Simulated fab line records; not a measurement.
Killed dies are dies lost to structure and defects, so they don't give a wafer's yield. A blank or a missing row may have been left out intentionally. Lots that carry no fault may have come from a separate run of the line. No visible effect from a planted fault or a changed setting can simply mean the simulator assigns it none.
Commonality check across tools    flow gf180mcu    36 wafers sampled across 12 lots

== WHY THIS WAS OPENED ==
Flagged at GF_TOP_METAL_CD_MEAS_14: reading cd nm, on 3 of 12 lots. Wafers without a fault read 439.4 nm, standard deviation 2.5.
Rule: a lot is flagged when every wafer of it that has a number lies more than 4 standard deviations from that mean, or none has a number. The other lots count as sound.

lot   measured      on         cd nm (nm), wafer by wafer  flag
L555  day 28 05:13  cd sem-01  440.6 438.7 437.1           
L556  day 28 07:16  cd sem-01  436.3 435.4 433.6           
L557  day 28 14:46  cd sem-02  435.2 436.1 436.3           
L560  day 29 12:13  cd sem-02  440.9 442.0 439.4           
L563  day 30 11:20  cd sem-01  438.8 439.4 440.6           
L564  day 31 03:25  cd sem-01  441.5 441.7 439.7           
L570  day 32 13:54  cd sem-02  425.5 426.0 422.6           FLAGGED
L571  day 32 22:11  cd sem-01  423.2 422.0 421.0           FLAGGED
L572  day 32 22:34  cd sem-02  445.0 443.7 444.1           
L573  day 33 02:53  cd sem-01  422.3 423.2 421.3           FLAGGED
L575  day 33 12:37  cd sem-01  442.2 445.3 444.2           
L578  day 34 07:59  cd sem-01  438.4 440.2 440.8           
The numbers of the flagged lots are 423.0 nm on average: -16.4 nm against the usual, or -7 standard deviations.

== TOOL THAT RAN EACH LOT ==
Before the reading, the record contains 3 process steps out of a 602-step route. Cell contents, in order: the tool; ch with the chambers the sampled wafers went through; the start.
lot   flag     GF_V5_SPUTTER_21              GF_TOP_METAL_SPUTTER_04       GF_TOP_METAL_EXPOSE_11
L555           pvd sputter-01, day 27 08:40  pvd sputter-01, day 27 09:32  iline stepper-02 ch 0, day 27 19:41
L556           pvd sputter-02, day 27 10:55  pvd sputter-01, day 27 11:48  iline stepper-02 ch 0, day 27 21:58
L557           pvd sputter-01, day 27 19:14  pvd sputter-04, day 27 20:07  iline stepper-02 ch 0, day 28 05:49
L560           pvd sputter-04, day 28 15:58  pvd sputter-01, day 28 16:55  iline stepper-01 ch 0, day 29 02:50
L563           pvd sputter-04, day 29 16:29  pvd sputter-03, day 29 17:22  iline stepper-01 ch 0, day 30 02:38
L564           pvd sputter-04, day 30 09:28  pvd sputter-01, day 30 10:20  iline stepper-02 ch 0, day 30 18:50
L570  FLAGGED  pvd sputter-01, day 31 19:39  pvd sputter-04, day 31 20:32  iline stepper-02 ch 0, day 32 05:38
L571  FLAGGED  pvd sputter-02, day 32 04:46  pvd sputter-01, day 32 05:39  iline stepper-02 ch 0, day 32 14:20
L572           pvd sputter-04, day 32 06:19  pvd sputter-03, day 32 07:10  iline stepper-01 ch 0, day 32 14:57
L573  FLAGGED  pvd sputter-02, day 32 09:53  pvd sputter-04, day 32 10:46  iline stepper-02 ch 0, day 32 18:59
L575           pvd sputter-04, day 32 19:55  pvd sputter-01, day 32 20:57  iline stepper-01 ch 0, day 33 05:04
L578           pvd sputter-04, day 33 16:11  pvd sputter-01, day 33 17:04  iline stepper-01 ch 0, day 34 00:46
What the steps here do:
- GF_V5_SPUTTER_21: material Ti, target thk 15 nm, time 80.02 s.
- GF_TOP_METAL_SPUTTER_04: material TiN, target thk 25 nm, time 20.8 s.
- GF_TOP_METAL_EXPOSE_11: exposes mask MetalTop, target cd 440 nm.
- GF_TOP_METAL_CD_MEAS_14: target cd 440 nm.

== FLAGGED AGAINST TOTAL, ONE TOOL AT A TIME (gauges that did the reading follow at the end) ==
step                     tool              lots run  flagged  share of the flagged lots  sound lots run after its first flagged lot
GF_V5_SPUTTER_21         pvd sputter-01    3         1        some                       0
GF_V5_SPUTTER_21         pvd sputter-02    3         2        some                       0
GF_V5_SPUTTER_21         pvd sputter-04    6         0        none                       -
GF_TOP_METAL_SPUTTER_04  pvd sputter-01    7         1        some                       2 (L575,L578)
GF_TOP_METAL_SPUTTER_04  pvd sputter-03    2         0        none                       -
GF_TOP_METAL_SPUTTER_04  pvd sputter-04    3         2        some                       0
GF_TOP_METAL_EXPOSE_11   iline stepper-01  5         0        none                       -
GF_TOP_METAL_EXPOSE_11   iline stepper-02  7         3        all                        0
GF_TOP_METAL_CD_MEAS_14  cd sem-01         8         2        some                       2 (L575,L578)
GF_TOP_METAL_CD_MEAS_14  cd sem-02         4         1        some                       1 (L572)

== WHAT THE TABLE PERMITS ==
Rows of the table that ran each flagged lot: 1, that is iline stepper-02 at GF_TOP_METAL_EXPOSE_11.
- iline stepper-02 at GF_TOP_METAL_EXPOSE_11 ran 7 lots, 3 of them flagged. Its last sound lot is L564 (day 30 18:50), its first flagged lot L570 (day 32 05:38): a fault that began between those two fits. Its own readings (exposure dose mJ cm2) fall more than 4 standard deviations out on all wafers of the flagged lots.
Left over: one tool, iline stepper-02 at GF_TOP_METAL_EXPOSE_11.

== WHAT THE SIMULATOR HAD INSERTED ==
Process parameter drift: iline stepper-02, from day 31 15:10 on, at GF_TOP_METAL_EXPOSE_11. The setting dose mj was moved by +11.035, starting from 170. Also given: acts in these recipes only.
Lots struck among those shown: L570, L571, L573. The same result came from the rule above.
